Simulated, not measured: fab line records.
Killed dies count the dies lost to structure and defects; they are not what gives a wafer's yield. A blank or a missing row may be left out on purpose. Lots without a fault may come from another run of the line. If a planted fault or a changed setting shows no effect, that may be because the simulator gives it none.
Comparing a struck lot with a sound one ; flow sky130 ; 28 steps out of a route of 708
Sound: these wafers, L903.4, L903.5, L903.6. The struck wafers were L892.1, L892.2, L892.4. The cause comes at the end.
Per side, at each step with rows, come the tool, then ch with its chambers, and then its first start. Under that, the readings that differ: sound wafers ; struck wafers ; difference of the means ; sigmas: that difference in standard deviations of wafers without a fault.
alike: readings whose means differ by less than 2 such deviations, and words and numbers that are the same on both sides. not compared: withheld readings, readings that some wafer has no value for, bounds like >300 that may hide the same value, and numbers for which the record gives no deviation and whose values overlap.
A row with sigmas, a row that says differs or no value, or rows on one side alone: a step with any of these is where the two part. Numbers that don't overlap but have no deviation are shown without sigmas and don't part them. Lack of a reading on every wafer of one side parts them only where that side has two or more wafers.

first, 1 step without rows for these wafers: SKY_VT_ADJUST_LVTN_IMPLANT_08.
SKY_VT_ADJUST_LVTN_STRIP_09: strips in O2/N2.
  sound on plasma-asher-03 ch 0,1, day 11 03:58; struck on plasma-asher-01 ch 0,1, day 8 10:11
  alike: chamber-pressure-mTorr, drypump-motor-current-A, oes-product-au, strip-time-to-endpoint-s
  not compared: rf-hours-counter-h
SKY_VT_ADJUST_LVTN_TW_MEAS_10:
  sound on film-metro-01, day 11 04:03; struck on film-metro-04, day 8 10:17
  alike: VT_ADJUST_LVTN_TW
then, 7 steps without rows for these wafers: SKY_VT_ADJUST_LVTN_DEHYDRATE_11 (time 60 s); SKY_VT_ADJUST_LVTN_HMDS_12 (prime time 60 s); SKY_VT_ADJUST_LVTN_COAT_13 (resist thk 1140 nm); SKY_VT_ADJUST_LVTN_SOFTBAKE_14 (time 60 s); SKY_VT_ADJUST_LVTN_EXPOSE_15 (exposes mask HVN STD DERIVED, target cd 600 nm); SKY_VT_ADJUST_LVTN_PEB_16; SKY_VT_ADJUST_LVTN_DEVELOP_17 (develop time 60 s).
SKY_VT_ADJUST_LVTN_OVL_MEAS_18:
  sound on overlay-01, day 12 02:50; struck on overlay-01, day 9 09:44
  alike: VT_ADJUST_LVTN_01_OVL
after that, 1 step had no rows for these wafers: SKY_VT_ADJUST_LVTN_IMPLANT_19.
SKY_VT_ADJUST_LVTN_STRIP_20: strips in O2/N2.
  sound on plasma-asher-03 ch 0,1, day 12 03:02; struck on plasma-asher-02 ch 0,1, day 9 09:56
  no value came back on the struck wafers for chamber-pressure-mTorr (mTorr), drypump-motor-current-A (A), oes-product-au (a.u.), strip-time-to-endpoint-s (s); on the sound wafers chamber-pressure-mTorr (mTorr) reads 1500.6 1499.8 1500.5
reading;sound;struck;difference;sigmas
model.NOVOLAK_of_VT_ADJUST_LVTN_COAT_13.thk-nm (nm);0 0 0;1137 1138 1137;+1137;
  not compared: rf-hours-counter-h
SKY_VT_ADJUST_LVTN_TW_MEAS_21:
  sound on film-metro-04, day 12 03:08; struck on film-metro-02, day 9 10:02
  alike: VT_ADJUST_LVTN_2_TW
then, 7 steps without rows for these wafers: SKY_VT_ADJUST_NCORE_DEHYDRATE_00 (time 60 s); SKY_VT_ADJUST_NCORE_HMDS_01 (prime time 60 s); SKY_VT_ADJUST_NCORE_COAT_02 (resist thk 1140 nm); SKY_VT_ADJUST_NCORE_SOFTBAKE_03 (time 60 s); SKY_VT_ADJUST_NCORE_EXPOSE_04 (exposes mask LVTN COMPLEMENT THIN, target cd 380 nm); SKY_VT_ADJUST_NCORE_PEB_05; SKY_VT_ADJUST_NCORE_DEVELOP_06 (develop time 60 s).
SKY_VT_ADJUST_NCORE_CD_MEAS_07: target cd 380 nm.
  sound on cd-sem-01, day 13 03:15; struck on cd-sem-02, day 10 08:41
  alike: cd-nm
SKY_VT_ADJUST_NCORE_OVL_MEAS_08:
  sound on overlay-02, day 13 03:20; struck on overlay-01, day 10 08:49
  alike: VT_ADJUST_NCORE_OVL
after that, 1 step had no rows for these wafers: SKY_VT_ADJUST_NCORE_IMPLANT_09.
SKY_VT_ADJUST_NCORE_STRIP_10: strips in O2/N2.
  sound on plasma-asher-04 ch 0,1, day 13 03:32; struck on plasma-asher-02 ch 0,1, day 10 09:00
reading;sound;struck;difference;sigmas
strip-time-to-endpoint-s (s);14.21 14.27 14.20;31.31 31.33 31.29;+17.08;+99 or more
  alike: chamber-pressure-mTorr, drypump-motor-current-A, oes-product-au
  not compared: rf-hours-counter-h
SKY_VT_ADJUST_NCORE_TW_MEAS_11:
  sound on film-metro-02, day 13 03:38; struck on film-metro-01, day 10 09:06
reading;sound;struck;difference;sigmas
VT_ADJUST_NCORE_TW;214.7 214.8 214.9;29.8 29.7 29.7;-185.1;-99 or more
then, 1 step without rows for these wafers: SKY_VT_ADJUST_HVTR_DEHYDRATE_00 (time 60 s).
-- here the record skips 37 days between the struck wafers' starts before and after, leaving off in module VT_ADJUST_HVTR and picking up in module PAD_OPEN (first step shown: number 708 of the route) --
SKY_PAD_OPEN_PROBE_99:
  sound on prober-01, day 50 00:49; struck on prober-01, day 47 13:09
reading;sound;struck;difference;sigmas
model.etest.pfet_16v.r-on-ohm-um;1.515e+04 1.511e+04 1.506e+04;1.737e+04 1.766e+04 1.716e+04;+2.290e+03;
model.etest.nfet_16v.r-on-ohm-um;1.425e+04 1.432e+04 1.422e+04;1.253e+04 1.245e+04 1.234e+04;-1.823e+03;
model.etest.pfet-g5v0d10v5.r-on-ohm-um;4763 4811 4830;6166 6115 6179;+1352;
model.etest.tip-p.rs-ohm-sq;6855 6868 6875;7692 7686 7713;+831;
model.etest.pfet_01v8.r-on-ohm-um;3004 3045 3008;3462 3494 3444;+448;
model.etest.tip_p_5v.rs-ohm-sq;2848 2857 2848;3122 3104 3137;+270;
model.etest.pfet-g5v0d10v5.drive-ua-um;341.4 334.4 336.3;237.9 241.9 241.8;-96.8;
model.etest.nfet_01v8.drive-ua-um;496.9 497.1 506.7;572.4 568.9 574.6;+71.7;

WHERE THEY PART
Earliest at SKY_VT_ADJUST_LVTN_STRIP_20; latest, in this record, at SKY_VT_ADJUST_NCORE_TW_MEAS_11.

WHY: what had been put in by the simulator
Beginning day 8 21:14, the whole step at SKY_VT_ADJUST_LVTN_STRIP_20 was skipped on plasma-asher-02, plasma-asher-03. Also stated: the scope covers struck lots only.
